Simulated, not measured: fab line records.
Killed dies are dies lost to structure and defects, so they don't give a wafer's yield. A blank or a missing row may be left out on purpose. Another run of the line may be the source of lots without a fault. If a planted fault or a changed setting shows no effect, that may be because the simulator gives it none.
Lot-split experiment || flow gf180mcu || 23 wafers read across 5 lots, on a route 602 steps long

ABOUT THE SPLIT
At GF_VT_IMPLANT_IMPLANT_08, the setting energy-kev was moved away from the recipe's 20 on 12 of the 23 wafers read, by -2.7% to +5.5%. For the rest of the wafers, this setting stayed at what the recipe calls for.

FROM THE SPLIT ON TO THE READING: in between, the file shows 1 step
- GF_VT_IMPLANT_STRIP_09: strips in O2/N2

THE READING
VT_IMPLANT_TW, at GF_VT_IMPLANT_TW_MEAS_10. On this fab line, fault-free wafers typically give 566 with a standard deviation of 3.9.

{"wafer": "L074.1", "tool, chamber at the split": "implanter-01, 0", "energy-kev as run": 20.81, "against the recipe": "+4.0%", "VT_IMPLANT_TW": 574, "against lot-mates on the recipe": "+6"}
{"wafer": "L074.2", "tool, chamber at the split": "implanter-01, 0", "energy-kev as run": 20, "against the recipe": "recipe", "VT_IMPLANT_TW": 566, "against lot-mates on the recipe": "-"}
{"wafer": "L074.3", "tool, chamber at the split": "implanter-01, 0", "energy-kev as run": 20.81, "against the recipe": "+4.0%", "VT_IMPLANT_TW": 577, "against lot-mates on the recipe": "+10"}
{"wafer": "L074.5", "tool, chamber at the split": "implanter-01, 0", "energy-kev as run": 20.81, "against the recipe": "+4.0%", "VT_IMPLANT_TW": 572, "against lot-mates on the recipe": "+4"}
{"wafer": "L074.6", "tool, chamber at the split": "implanter-01, 0", "energy-kev as run": 20, "against the recipe": "recipe", "VT_IMPLANT_TW": 569, "against lot-mates on the recipe": "-"}
{"wafer": "L077.2", "tool, chamber at the split": "implanter-02, 0", "energy-kev as run": 21.1, "against the recipe": "+5.5%", "VT_IMPLANT_TW": 575, "against lot-mates on the recipe": "+8"}
{"wafer": "L077.3", "tool, chamber at the split": "implanter-02, 0", "energy-kev as run": 21.1, "against the recipe": "+5.5%", "VT_IMPLANT_TW": 578, "against lot-mates on the recipe": "+12"}
{"wafer": "L077.4", "tool, chamber at the split": "implanter-02, 0", "energy-kev as run": 20, "against the recipe": "recipe", "VT_IMPLANT_TW": 568, "against lot-mates on the recipe": "-"}
{"wafer": "L077.5", "tool, chamber at the split": "implanter-02, 0", "energy-kev as run": 20, "against the recipe": "recipe", "VT_IMPLANT_TW": 565, "against lot-mates on the recipe": "-"}
{"wafer": "L077.6", "tool, chamber at the split": "implanter-02, 0", "energy-kev as run": 21.1, "against the recipe": "+5.5%", "VT_IMPLANT_TW": 577, "against lot-mates on the recipe": "+10"}
{"wafer": "L079.1", "tool, chamber at the split": "implanter-01, 0", "energy-kev as run": 20.64, "against the recipe": "+3.2%", "VT_IMPLANT_TW": 562, "against lot-mates on the recipe": "+3"}
{"wafer": "L079.2", "tool, chamber at the split": "implanter-01, 0", "energy-kev as run": 20, "against the recipe": "recipe", "VT_IMPLANT_TW": 560, "against lot-mates on the recipe": "-"}
{"wafer": "L079.3", "tool, chamber at the split": "implanter-01, 0", "energy-kev as run": 20.64, "against the recipe": "+3.2%", "VT_IMPLANT_TW": 562, "against lot-mates on the recipe": "+3"}
{"wafer": "L079.4", "tool, chamber at the split": "implanter-01, 0", "energy-kev as run": 20, "against the recipe": "recipe", "VT_IMPLANT_TW": 558, "against lot-mates on the recipe": "-"}
{"wafer": "L079.5", "tool, chamber at the split": "implanter-01, 0", "energy-kev as run": 20.64, "against the recipe": "+3.2%", "VT_IMPLANT_TW": 562, "against lot-mates on the recipe": "+3"}
{"wafer": "L080.1", "tool, chamber at the split": "implanter-01, 0", "energy-kev as run": 19.46, "against the recipe": "-2.7%", "VT_IMPLANT_TW": 566, "against lot-mates on the recipe": -1}
{"wafer": "L080.2", "tool, chamber at the split": "implanter-01, 0", "energy-kev as run": 20, "against the recipe": "recipe", "VT_IMPLANT_TW": 567, "against lot-mates on the recipe": "-"}
{"wafer": "L080.3", "tool, chamber at the split": "implanter-01, 0", "energy-kev as run": 20, "against the recipe": "recipe", "VT_IMPLANT_TW": 567, "against lot-mates on the recipe": "-"}
{"wafer": "L080.4", "tool, chamber at the split": "implanter-01, 0", "energy-kev as run": 19.46, "against the recipe": "-2.7%", "VT_IMPLANT_TW": 566, "against lot-mates on the recipe": -1}
{"wafer": "L080.6", "tool, chamber at the split": "implanter-01, 0", "energy-kev as run": 19.46, "against the recipe": "-2.7%", "VT_IMPLANT_TW": 560, "against lot-mates on the recipe": -7}
{"wafer": "L082.1", "tool, chamber at the split": "implanter-01, 0", "energy-kev as run": 20, "against the recipe": "recipe", "VT_IMPLANT_TW": 564, "against lot-mates on the recipe": "-"}
{"wafer": "L082.3", "tool, chamber at the split": "implanter-01, 0", "energy-kev as run": 20, "against the recipe": "recipe", "VT_IMPLANT_TW": 565, "against lot-mates on the recipe": "-"}
{"wafer": "L082.5", "tool, chamber at the split": "implanter-01, 0", "energy-kev as run": 20, "against the recipe": "recipe", "VT_IMPLANT_TW": 565, "against lot-mates on the recipe": "-"}

FIT RESULTS
A straight line over all 23 wafers: VT_IMPLANT_TW changes by +1.44 for each +1% of energy-kev; r = +0.65; the points scatter about the line by 4.5.
The same after taking each lot's own level away (the mean of its wafers on the recipe; 23 wafers): +1.55 for each +1%; r = +0.91; scatter 1.9.
The reading moves by 8.5 for the largest change in energy-kev, on that fit.
Measured against the standard deviation above, the lots' own levels, which go from 559.0 to 567.5, span 2.2 times it.
So the lot-to-lot level blurs the effect unless lot-mates are compared.
Check: with one of the wafers moved furthest among these (+5.5%) left out of the fit, the line predicts +8.74 for it against its lot-mates. It came out at +8.5 against them.

OTHER SPLITS APPLIED TO THESE WAFERS
Other splits were also applied to these wafers ahead of the reading. Each is held against what the fit with the lots' levels taken away leaves over:
{"other split on the same wafers": "GF_STI_COAT_07 resist-thk-nm", "wafers away from the commonest value": 6, "r with VT_IMPLANT_TW (lot level and that fit taken away)": -0.28}
{"other split on the same wafers": "GF_STI_SOFTBAKE_08 temp-c", "wafers away from the commonest value": 8, "r with VT_IMPLANT_TW (lot level and that fit taken away)": "+0.01"}
{"other split on the same wafers": "GF_DNWELL_COAT_02 resist-thk-nm", "wafers away from the commonest value": 7, "r with VT_IMPLANT_TW (lot level and that fit taken away)": -0.14}
{"other split on the same wafers": "GF_NWELL_COAT_02 spin-rpm", "wafers away from the commonest value": 7, "r with VT_IMPLANT_TW (lot level and that fit taken away)": -0.22}
{"other split on the same wafers": "GF_NWELL_IMPLANT_09 energy-kev", "wafers away from the commonest value": 5, "r with VT_IMPLANT_TW (lot level and that fit taken away)": -0.08}
{"other split on the same wafers": "GF_MVSD_COAT_02 resist-thk-nm", "wafers away from the commonest value": 5, "r with VT_IMPLANT_TW (lot level and that fit taken away)": -0.05}
{"other split on the same wafers": "GF_VT_IMPLANT_COAT_02 resist-thk-nm", "wafers away from the commonest value": 5, "r with VT_IMPLANT_TW (lot level and that fit taken away)": "+0.15"}

THE WHOLE CHAIN: every reading that the file lists as answering this split, in the file's order
{"step": "GF_VT_IMPLANT_IMPLANT_08", "what it does": "", "reading": "implant.rp-nm (the simulator's own value, which no gauge read)", "change (the file's fit)": "+0.136 nm for each +1% of the setting", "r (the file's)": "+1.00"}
{"step": "GF_VT_IMPLANT_IMPLANT_08", "what it does": "", "reading": "implant.drp-nm (the simulator's own value, which no gauge read)", "change (the file's fit)": "+0.0681 nm for each +1% of the setting", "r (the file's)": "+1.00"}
{"step": "GF_VT_IMPLANT_TW_MEAS_10", "what it does": "", "reading": "VT_IMPLANT_TW", "change (the file's fit)": "+1.63 for each +1% of the setting", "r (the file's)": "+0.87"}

FILE'S OWN FIT
VT_IMPLANT_TW changes by +1.63 for each +1% of energy-kev, r = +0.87.
